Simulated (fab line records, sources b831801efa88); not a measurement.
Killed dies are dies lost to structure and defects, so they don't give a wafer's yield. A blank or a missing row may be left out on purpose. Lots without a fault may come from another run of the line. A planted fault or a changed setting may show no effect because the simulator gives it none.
A struck lot beside a sound one | flow gf180mcu | 17 steps out of a route of 602
Sound: wafers L716.1, L716.3, L716.5. Struck: wafers L703.4, L703.5, L703.6. The cause comes at the end.
At each step with rows: each side's tool, then ch and its chambers, then its first start. Under that, the readings that differ: sound wafers | struck wafers | difference of the means | sigmas: that difference in standard deviations of wafers without a fault.
alike: readings whose means differ by less than 2 such deviations, and words and numbers that are the same on both sides. not compared: withheld readings, readings that some wafer has no value for, bounds like >300 that may hide the same value, and numbers for which the record gives no deviation and whose values overlap.
The two part at a step that has a row with sigmas, a row that says differs or no value, or rows on one side only. Numbers that don't overlap but have no deviation are shown without sigmas and don't part them. A reading that every wafer of one side lacks parts them only if that side has two wafers or more.

first, 5 steps without rows for these wafers: GF_V1_ETCH_17 (etches SiO2 in C4F8/O2/Ar, stops on TiN, target depth 630 nm); GF_V1_STRIP_18 (strips in O2/N2); GF_V1_STRIP_19 (strips in post etch residue remover, time 1200 s); GF_V1_CLEAN_20 (cleans in DIW); GF_V1_SPUTTER_21 (material Ti, target thk 15 nm, time 80.02 s).
GF_V1_SPUTTER_22: material TiN, target thk 10 nm, time 40 s.
  sound on pvd_sputter-01, day 24 14:10; struck on pvd_sputter-01, day 20 08:26
  alike: cathode_dc_power_W, chamber_pressure_pa, throttle_valve_pct
GF_V1_CVD_23: deposits W, target thk 350 nm, time 105.05 s.
  sound on cvd_w-01 ch 0,1, day 24 14:12; struck on cvd_w-01 ch 0, day 20 08:35
  alike: heater_power_outer_w, heater_power_w
GF_V1_RS_MEAS_24: measures by four-point-probe.
  sound on film_metro-02, day 24 14:19; struck on film_metro-03, day 20 08:45
  alike: V1_W_RS
GF_V1_THK_MEAS_25: measures by xrf.
  sound on film_metro-02, day 24 14:26; struck on film_metro-03, day 20 08:50
  reading       | sound       | struck      | difference | sigmas
  V1_W_THK (nm) | 355 356 354 | 370 373 370 | +16        | +3
then, 2 steps without rows for these wafers: GF_V1_CMP_26 (polishes, stops on SiO2, t overpolish 15 s, target thk 0 nm); GF_M2_SPUTTER_00 (material Ti, target thk 37.5 nm, time 150 s).
GF_M2_SPUTTER_01: material TiN, target thk 30 nm, time 25 s.
  sound on pvd_sputter-03, day 24 14:53; struck on pvd_sputter-02, day 20 09:16
  alike: cathode_dc_power_W, chamber_pressure_pa, throttle_valve_pct
GF_M2_SPUTTER_02: material AlCu, target thk 450 nm, time 23.9 s.
  sound on pvd_sputter-03, day 24 14:55; struck on pvd_sputter-02, day 20 09:18
  no value came back on the struck wafers for cathode_dc_power_W (W), chamber_pressure_pa (Pa), throttle_valve_pct (%); on the sound wafers cathode_dc_power_W (W) reads 10603 10598 10602
GF_M2_SPUTTER_03: material Ti, target thk 10 nm, time 6.7 s.
  sound on pvd_sputter-03, day 24 14:57; struck on pvd_sputter-02, day 20 09:20
  alike: cathode_dc_power_W, chamber_pressure_pa, throttle_valve_pct
GF_M2_SPUTTER_04: material TiN, target thk 50 nm, time 41.7 s.
  sound on pvd_sputter-03, day 24 14:59; struck on pvd_sputter-02, day 20 09:21
  alike: cathode_dc_power_W, chamber_pressure_pa, throttle_valve_pct
GF_M2_RS_MEAS_05: measures by four-point-probe.
  sound on film_metro-01, day 24 15:01; struck on film_metro-01, day 20 09:44
  reading             | sound                | struck               | difference | sigmas
  M2_ALCU_RS (ohm/sq) | 0.0692 0.0695 0.0695 | 7.1247 7.2130 7.1921 | +7.1072    | +99 or more
  not compared: hold
then, 1 step without rows for these wafers: GF_PASSIVATION_PROBE_99.

WHERE THEY PART
First at GF_V1_THK_MEAS_25; last, within this record, at GF_M2_RS_MEAS_05.

WHY: what the simulator had put in
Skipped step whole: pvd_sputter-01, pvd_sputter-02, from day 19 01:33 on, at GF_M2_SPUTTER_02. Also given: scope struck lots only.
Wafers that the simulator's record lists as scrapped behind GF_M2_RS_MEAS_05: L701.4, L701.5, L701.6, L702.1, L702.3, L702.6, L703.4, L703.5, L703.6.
